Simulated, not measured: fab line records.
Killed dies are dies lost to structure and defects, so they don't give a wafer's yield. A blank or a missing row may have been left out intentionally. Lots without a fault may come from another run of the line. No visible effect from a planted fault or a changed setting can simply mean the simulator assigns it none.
Code-filled problem report in 8D (eight disciplines) form ; flow gf180mcu ; the parts of the form that need people (team, actions taken, sign-off) are left out

1. WHAT IS WRONG
Mean of doseIonsCm2 at GF_HV_LDD_IMPLANT_33: 8.7e+12 across 6 wafers in 2 lots; on wafers with no fault it is 7.5e+12 (standard deviation 8.1e+09). That is +99 or more standard deviations from the usual mean.
The first sign was on wafer L582.1 at day 14 10:38, on implanter-04. At this step, 42 wafers from 14 lots have a number in the record. The rule behind "out" and "out of limits": a value lying over 4 standard deviations away from the usual mean. The other wafers with a number count as sound.

2. WHAT IT IS, WHAT IT ISN'T
question;is;is not
which readings at this step;doseIonsCm2, faradayCurrentUA;-
which lots;L582, L586;L573, L574, L575, L576, L577, L579, L581, L592, L593, L594, L595, L596
which wafers of those lots;all that have a number;-
read on which tools;implanter-04;implanter-01, implanter-03
when;from day 14 10:38;"up to then (21 sound wafers); but 15 sound wafers of L592, L593, L594, L595, L596 came after"

3. WHAT RULES OUT EACH SUSPECT
Counting: a tool stays on the suspect list if, at a process step up to the reading, it processed all lots that are out and no sound lot following the first of them.
- rtpAnneal-02 at GF_VT_IMPLANT_RTA_45 (time 30 s): ruled out as a lasting fault. Sound lots L594 ran on it after its first lot that is out, L582 (day 10 01:06).
- implanter-04 at GF_HV_LDD_IMPLANT_33: ruled out as a lasting fault. Sound lots L594 ran on it after its first lot that is out, L582 (day 14 10:38).
Left after counting: nothing in the record.

4. THE CAUSE (what the simulator had put in)
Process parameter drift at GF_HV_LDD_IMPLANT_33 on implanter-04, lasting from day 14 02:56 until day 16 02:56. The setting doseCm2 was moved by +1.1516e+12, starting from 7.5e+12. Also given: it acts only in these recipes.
Counting ruled it out, wrongly.

5. THE CHAIN OF EFFECTS, in route order
Rows list readings where the struck wafers' mean (over those with a number) sits beyond 3 standard deviations from the usual. Readings are gone through only where the record gives a usual standard deviation; hours: the median, over the lots, of the time from a lot's start at the first step in this table giving one to that lot's start at this step; sigmas: the change measured in usual standard deviations.
hours;step;reading;usual;on struck wafers;change;sigmas
0;GF_HV_LDD_IMPLANT_33;doseIonsCm2;7.5e+12;8.7e+12;+1.2e+12;+99 or more
0;GF_HV_LDD_IMPLANT_33;faradayCurrentUA;42.3;48.8;+6.5;+7.7
Here are the process steps it includes:
- GF_HV_LDD_IMPLANT_33

6. WHAT WOULD HAVE CAUGHT IT SOONER
8 hours passed between the start of the fault at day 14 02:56 and the first reading out of limits in this record, taken at day 14 10:38.
